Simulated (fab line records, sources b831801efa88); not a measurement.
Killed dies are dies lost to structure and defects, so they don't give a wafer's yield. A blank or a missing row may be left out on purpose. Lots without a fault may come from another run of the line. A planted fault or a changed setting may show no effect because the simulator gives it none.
Which tool did it? | flow sky130 | 6 lots, 18 wafers sampled, at 1 step of a route of 708

WHAT THE GAUGES READ, wafer by wafer
SKY_CONTACT_THK_MEAS_03.
lot  | measured     | on            | CONTACT_HDPCVD_THK (nm)
L471 | day 31 00:46 | film_metro-04 | 571 565 567
L479 | day 33 17:14 | film_metro-04 | 563 565 568
L486 | day 35 10:29 | film_metro-03 | 570 576 570
L488 | day 36 06:28 | film_metro-04 | 560 562 561
L490 | day 36 18:50 | film_metro-03 | 566 562 566
L492 | day 38 00:42 | film_metro-03 | 567 566 567

WHICH TOOL RAN EACH LOT (tool, then ch and the chambers of the sampled wafers, then the start)
The record holds no process step before these readings.

THE ANSWER, worked out from the rows above alone
Rule: what is usual is taken from the lots themselves. Put in order of their means at a reading, lots are off if they are a third of the lots or fewer, leave a main group of 4 or more, and stand apart from it by a gap of 3 or more times the standard deviation of the main group's means; of several such gaps the widest counts. A main group whose means are all the same, to the digits that the tables above print for the reading, isn't used. A lot without any number at a reading at which 4 lots or more have one is off too. The other lots that the step has rows for count as sound.
No lot is off at any reading shown: from this, nothing can be told.

WHAT THE SIMULATOR HAD PUT IN
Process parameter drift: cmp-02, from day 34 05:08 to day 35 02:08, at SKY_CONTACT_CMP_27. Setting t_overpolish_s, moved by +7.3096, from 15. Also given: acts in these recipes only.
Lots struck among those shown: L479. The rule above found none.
